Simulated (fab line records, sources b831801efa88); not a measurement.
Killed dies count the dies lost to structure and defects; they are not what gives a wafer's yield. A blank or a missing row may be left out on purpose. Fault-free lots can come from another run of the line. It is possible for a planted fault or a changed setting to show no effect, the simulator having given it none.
What tool caused it?    flow gf180mcu    Sampling: 14 lots, 42 wafers, 3 of 602 route steps

== WHAT EACH GAUGE READ, for each wafer ==
GF_STI_THK_MEAS_02. Usual: STI_OXIDATION_THK gives 10.06 nm (standard deviation 0.19).
lot   measured     on             STI_OXIDATION_THK (nm)  flag
L965  day 1 11:34  film metro-04  9.96 9.88 9.87          
L966  day 1 16:32  film metro-04  10.23 10.06 10.21       
L967  day 1 21:32  film metro-04  10.62 10.61 10.38       
L968  day 2 03:16  film metro-02  9.99 9.78 9.85          
L970  day 2 13:09  film metro-04  10.17 10.34 10.39       
L971  day 2 18:06  film metro-04  10.24 10.38 10.34       
L972  day 3 01:22  film metro-04  9.72 10.03 9.89         
L974  day 3 11:21  film metro-02  9.99 9.99 9.87          
L976  day 3 18:31  film metro-02  9.75 9.79 9.70          
L978  day 4 04:31  film metro-02  9.87 9.75 9.94          
L981  day 4 19:31  film metro-02  10.08 10.23 10.13       
L983  day 5 06:13  film metro-02  10.03 10.12 10.15       
L985  day 5 15:43  film metro-01  9.88 9.93 10.05         
L988  day 6 06:31  film metro-02  10.20 10.15 10.12       

GF_HV_LDD_OVL_MEAS_47. Usual: HV_LDD_03_OVL gives -0.3 nm (standard deviation 1.3).
lot   measured      on          HV_LDD_03_OVL (nm)  flag
L965  day 12 00:35  overlay-02  1.7 2.3 1.4         
L966  day 12 12:23  overlay-02  1.9 -0.2 -0.3       
L967  day 12 15:11  overlay-02  0.0 0.1 -0.4        
L968  day 13 05:38  overlay-01  0.0 0.3 0.3         
L970  day 14 01:23  overlay-01  0.2 1.1 0.0         
L971  day 14 13:46  overlay-01  0.3 -1.6 -1.0       
L972  day 14 13:58  overlay-02  -2.4 -1.4 -0.3      
L974  day 15 21:47  overlay-02  -0.8 -0.2 -0.6      
L976  day 16 06:55  overlay-01  2.5 1.9 2.0         
L978  day 17 04:35  overlay-02  -1.8 -3.2 -0.9      
L981  day 17 18:55  overlay-02  238.7 238.9 237.9   OFF
L983  day 18 09:46  overlay-02  239.4 239.7 240.5   OFF
L985  day 19 00:19  overlay-02  0.6 0.2 0.5         
L988  day 19 18:58  overlay-02  -3.4 -3.6 -3.5      

== EACH LOT AND THE TOOL THAT RAN IT (in order: tool; ch and the chambers of the sampled wafers; start) ==
lot   GF_HV_LDD_EXPOSE_43
L965  iline stepper-01 ch 0, day 11 16:12
L966  iline stepper-01 ch 0, day 12 03:50
L967  iline stepper-02 ch 0, day 12 06:37
L968  iline stepper-02 ch 0, day 12 19:34
L970  iline stepper-02 ch 0, day 13 14:49
L971  iline stepper-01 ch 0, day 14 04:20
L972  iline stepper-02 ch 0, day 14 04:41
L974  iline stepper-01 ch 0, day 15 10:36
L976  iline stepper-01 ch 0, day 15 19:39
L978  iline stepper-01 ch 0, day 16 17:18
L981  iline stepper-01 ch 0, day 17 07:41
L983  iline stepper-01 ch 0, day 17 22:23
L985  iline stepper-02 ch 0, day 18 11:46
L988  iline stepper-02 ch 0, day 19 06:32
- GF_HV_LDD_EXPOSE_43: exposes mask Pplus HV AREA, target cd 400 nm.

== WHAT THE TOOLS THEMSELVES READ (means of the sampled wafers that have a number; where no wafer has one, the mark that the record gives instead) ==
The record holds no such reading with a usual standard deviation.

== THE ANSWER, worked out from the rows above alone ==
Rule: lot off if the mean of its wafers having a number is beyond 3 standard deviations from the usual mean. A lot without any number at a reading at which 4 lots or more have one is off too. All remaining lots with rows at the step are treated as sound. After the gauges, taken in route order, come the tools' own readings; for these a lot's mean is taken, as printed above. At the first step where some lot is off, the reading lying furthest off is the one used; lots without a number count as furthest.
Off: at GF_HV_LDD_OVL_MEAS_47 (HV_LDD_03_OVL), L981, L983.
A tool fits if, at a process step before that reading, it ran every lot that is off, and no sound lot after the first of them. The gauges at GF_HV_LDD_OVL_MEAS_47 are tried like those tools. One fits: iline stepper-01 at GF_HV_LDD_EXPOSE_43. A fault onset in the window from L978 (day 16 17:18, its last sound lot) to L981 (day 17 07:41, its first lot off) fits.

== WHAT THE SIMULATOR HAD INSERTED ==
Scanner matching overlay: iline stepper-01, from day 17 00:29 on, at GF_HV_LDD_EXPOSE_43. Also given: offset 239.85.
Struck lots among those shown: L981, L983. Same finding as the rule above.
